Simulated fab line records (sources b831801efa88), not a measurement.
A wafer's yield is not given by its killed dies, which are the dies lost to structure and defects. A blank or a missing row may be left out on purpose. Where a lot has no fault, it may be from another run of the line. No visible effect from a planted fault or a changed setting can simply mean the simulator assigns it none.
What tool caused it?	flow sky130	Sampling: 24 lots, 72 wafers, 5 of 708 route steps

== WHAT EACH GAUGE READ, for each wafer ==
SKY_VIA3_BOW_MEAS_03.
lot	measured	on	VIA3_BOW (um)
L074	day 38 14:46	film metro-02	83 95 85
L075	day 38 20:20	film metro-01	85 82 86
L076	day 38 23:49	film metro-02	83 74 67
L077	day 39 09:24	film metro-04	79 85 79
L078	day 39 22:17	film metro-04	77 73 79
L079	day 40 01:49	film metro-04	87 76 82
L080	day 40 15:01	film metro-02	75 78 72
L081	day 40 16:53	film metro-04	77 82 69
L082	day 40 23:25	film metro-01	77 83 84
L083	day 41 12:01	film metro-02	89 84 79
L084	day 41 18:51	film metro-02	73 72 79
L085	day 41 21:05	film metro-01	79 79 78
L086	day 42 08:08	film metro-04	76 76 81
L087	day 42 14:04	film metro-04	73 77 80
L088	day 42 18:30	film metro-04	73 60 71
L089	day 43 04:38	film metro-02	78 86 80
L090	day 43 11:48	film metro-04	79 78 75
L092	day 43 22:05	film metro-04	87 81 78
L091	day 44 00:42	film metro-04	75 85 66
L093	day 44 05:23	film metro-04	79 78 69
L094	day 44 08:47	film metro-04	73 74 74
L095	day 44 16:59	film metro-01	66 67 76
L096	day 44 20:41	film metro-04	78 87 84
L097	day 45 02:50	film metro-01	75 79 87

SKY_CAP2M_OVL_MEAS_12.
lot	measured	on	CAP2M_OVL (nm)
L074	day 40 17:09	overlay-02	-0.6 -1.3 0.1
L075	day 40 21:06	overlay-01	-2.1 0.5 -1.2
L076	day 41 02:39	overlay-01	0.2 -0.5 0.4
L077	day 41 11:47	overlay-02	-0.8 0.7 -0.4
L078	day 42 00:27	overlay-01	0.7 1.7 2.0
L079	day 42 03:55	overlay-02	-0.2 -0.7 1.9
L080	day 42 17:32	overlay-02	-0.1 -1.5 -0.5
L081	day 42 18:17	overlay-02	0.4 0.2 0.0
L082	day 43 00:09	overlay-02	-0.1 0.3 1.3
L083	day 43 13:29	overlay-02	2.1 0.3 0.6
L084	day 43 19:17	overlay-01	-2.0 -0.9 -0.3
L085	day 43 21:47	overlay-02	0.5 0.3 -0.4
L086	day 44 07:23	overlay-02	0.5 0.0 -0.3
L087	day 44 13:27	overlay-02	-1.6 -3.7 -1.0
L088	day 44 17:53	overlay-02	-0.3 0.6 -0.7
L089	day 45 03:13	overlay-02	1.7 0.1 0.4
L090	day 45 08:52	overlay-02	0.2 1.0 1.0
L092	day 45 18:17	overlay-01	0.6 -0.7 -0.4
L091	day 45 21:10	overlay-01	-0.1 0.7 0.4
L093	day 46 01:56	overlay-01	-2.4 1.0 -0.6
L094	day 46 04:33	overlay-01	2.1 1.7 2.8
L095	day 46 12:55	overlay-01	0.3 0.5 2.4
L096	day 46 16:59	overlay-02	1.7 1.0 -1.7
L097	day 46 21:14	overlay-02	-1.1 -0.4 1.7

== EACH LOT AND THE TOOL THAT RAN IT (in order: tool; ch and the chambers of the sampled wafers; start) ==
lot	SKY_VIA3_CMP_02	SKY_VIA3_CVD_21	SKY_CAP2M_SPUTTER_02
L074	cmp-02 ch 0,1,2, day 38 14:34	cvd w-02 ch 0,1, day 39 15:27	pvd sputter-01, day 39 16:39
L075	cmp-01 ch 0,1,2, day 38 20:01	cvd w-01 ch 0,1, day 39 20:19	pvd sputter-04, day 39 21:08
L076	cmp-02 ch 0,1,3, day 38 23:35	cvd w-01 ch 0, day 40 01:41	pvd sputter-01, day 40 02:32
L077	cmp-01 ch 0,1,3, day 39 09:12	cvd w-01 ch 0,1, day 40 10:42	pvd sputter-01, day 40 11:32
L078	cmp-02 ch 0,1,2, day 39 22:07	cvd w-02 ch 0,1, day 40 23:16	pvd sputter-04, day 41 00:07
L079	cmp-02 ch 1,2,3, day 40 01:37	cvd w-02 ch 0,1, day 41 03:11	pvd sputter-04, day 41 04:01
L080	cmp-01 ch 0,1,3, day 40 14:45	cvd w-02 ch 1, day 41 16:44	pvd sputter-01, day 41 17:35
L081	cmp-01 ch 0,1,2, day 40 16:41	cvd w-02 ch 0,1, day 41 18:16	pvd sputter-04, day 41 19:07
L082	cmp-01 ch 0,1,3, day 40 23:08	cvd w-01 ch 0,1, day 42 00:05	pvd sputter-04, day 42 01:03
L083	cmp-01 ch 1,2, day 41 11:43	cvd w-01 ch 0,1, day 42 13:09	pvd sputter-01, day 42 13:59
L084	cmp-02 ch 0,1, day 41 18:33	cvd w-01 ch 0,1, day 42 19:26	pvd sputter-01, day 42 20:16
L085	cmp-02 ch 0,1,2, day 41 20:47	cvd w-02 ch 0,1, day 42 22:16	pvd sputter-01, day 42 23:05
L086	cmp-01 ch 0,3, day 42 07:50	cvd w-01 ch 0,1, day 43 08:18	pvd sputter-01, day 43 09:08
L087	cmp-01 ch 0,2, day 42 13:47	cvd w-02 ch 0,1, day 43 14:14	pvd sputter-01, day 43 15:02
L088	cmp-01 ch 0,2,3, day 42 18:17	cvd w-02 ch 0,1, day 43 19:03	pvd sputter-01, day 43 19:53
L089	cmp-01 ch 0,1, day 43 04:19	cvd w-02 ch 0,1, day 44 04:54	pvd sputter-04, day 44 05:41
L090	cmp-02 ch 0,2,3, day 43 11:30	cvd w-01 ch 0,1, day 44 10:44	pvd sputter-04, day 44 11:35
L092	cmp-01 ch 0,1,3, day 43 21:44	cvd w-01 ch 0,1, day 44 20:50	pvd sputter-04, day 44 21:38
L091	cmp-01 ch 0,3, day 44 00:23	cvd w-02 ch 0,1, day 44 23:20	pvd sputter-01, day 45 00:08
L093	cmp-01 ch 0,1,2, day 44 05:04	cvd w-02 ch 0,1, day 45 03:29	pvd sputter-03, day 45 04:19
L094	cmp-01 ch 0,1,2, day 44 08:32	cvd w-02 ch 0,1, day 45 07:41	pvd sputter-04, day 45 08:31
L095	cmp-02 ch 0,2,3, day 44 16:47	cvd w-01 ch 1, day 45 15:32	pvd sputter-01, day 45 16:22
L096	cmp-02 ch 0,2,3, day 44 20:23	cvd w-02 ch 0,1, day 45 19:18	pvd sputter-03, day 45 20:19
L097	cmp-02 ch 2,3, day 45 02:32	cvd w-01 ch 0,1, day 46 00:41	pvd sputter-04, day 46 01:32
- SKY_VIA3_CMP_02: polishes SiO2.
- SKY_VIA3_CVD_21: deposits W, target thk 390 nm, time 117.31 s.
- SKY_CAP2M_SPUTTER_02: material TiN, target thk 200 nm, time 166.7 s.

== WHAT THE TOOLS THEMSELVES READ (means of the sampled wafers that have a number; where no wafer has one, the mark that the record gives instead) ==
SKY_VIA3_CMP_02.
lot	tool	edge zone pressure frac	motor current A (A)	platen rpm (rpm)
L074	cmp-02	1.000	12.9	59.94
L075	cmp-01	1.001	11.8	59.98
L076	cmp-02	0.998	12.6	60.02
L077	cmp-01	1.004	11.7	60.01
L078	cmp-02	1.001	12.8	60.01
L079	cmp-02	1.000	12.5	59.97
L080	cmp-01	0.998	11.6	60.05
L081	cmp-01	0.995	11.9	59.99
L082	cmp-01	1.003	11.2	59.98
L083	cmp-01	0.996	12.3	59.98
L084	cmp-02	1.001	12.7	60.02
L085	cmp-02	0.995	13.0	59.99
L086	cmp-01	1.001	10.9	59.99
L087	cmp-01	0.998	12.1	60.01
L088	cmp-01	0.996	11.9	60.02
L089	cmp-01	0.997	11.7	60.03
L090	cmp-02	1.002	13.4	59.98
L092	cmp-01	1.003	11.6	59.99
L091	cmp-01	1.004	11.3	60.01
L093	cmp-01	1.000	12.0	60.00
L094	cmp-01	0.997	11.4	60.02
L095	cmp-02	1.002	13.1	60.04
L096	cmp-02	0.999	13.1	59.98
L097	cmp-02	1.000	12.2	59.99

SKY_VIA3_CVD_21.
lot	tool	heater power w (W)
L074	cvd w-02	785
L075	cvd w-01	759
L076	cvd w-01	804
L077	cvd w-01	760
L078	cvd w-02	790
L079	cvd w-02	793
L080	cvd w-02	827
L081	cvd w-02	791
L082	cvd w-01	773
L083	cvd w-01	748
L084	cvd w-01	762
L085	cvd w-02	795
L086	cvd w-01	784
L087	cvd w-02	794
L088	cvd w-02	804
L089	cvd w-02	809
L090	cvd w-01	764
L092	cvd w-01	774
L091	cvd w-02	811
L093	cvd w-02	788
L094	cvd w-02	800
L095	cvd w-01	747
L096	cvd w-02	799
L097	cvd w-01	761

SKY_CAP2M_SPUTTER_02.
lot	tool	throttle valve pct (%)
L074	pvd sputter-01	30.4
L075	pvd sputter-04	30.4
L076	pvd sputter-01	30.5
L077	pvd sputter-01	31.3
L078	pvd sputter-04	30.3
L079	pvd sputter-04	30.0
L080	pvd sputter-01	30.7
L081	pvd sputter-04	30.3
L082	pvd sputter-04	30.3
L083	pvd sputter-01	30.6
L084	pvd sputter-01	29.6
L085	pvd sputter-01	29.7
L086	pvd sputter-01	30.5
L087	pvd sputter-01	30.1
L088	pvd sputter-01	30.3
L089	pvd sputter-04	30.3
L090	pvd sputter-04	30.1
L092	pvd sputter-04	30.0
L091	pvd sputter-01	30.6
L093	pvd sputter-03	29.8
L094	pvd sputter-04	30.2
L095	pvd sputter-01	30.9
L096	pvd sputter-03	30.2
L097	pvd sputter-04	29.9

== THE ANSWER, worked out from the rows above alone ==
Rule: what is usual is taken from the lots themselves. The widest of any qualifying gaps counts: lots, ordered by their means at a reading, are off when they make up no more than a third of the lots, leave a main group of 4 or more, and stand apart from it by 3 or more times the standard deviation of that group's means. A main group is skipped when, at the precision printed for the reading in the tables above, its means are all equal. A lot without any number at a reading at which 4 lots or more have one is off too. All remaining lots with rows at the step are treated as sound. After the gauges, taken in route order, come the tools' own readings; for these a lot's mean is taken, as printed above. The first step at which some lot is off is used, and at that step the reading that is off furthest; a lot without a number counts as furthest.
Nothing can be told from this: no lot is off at any reading shown.

== WHAT HAD BEEN PUT IN BY THE SIMULATOR ==
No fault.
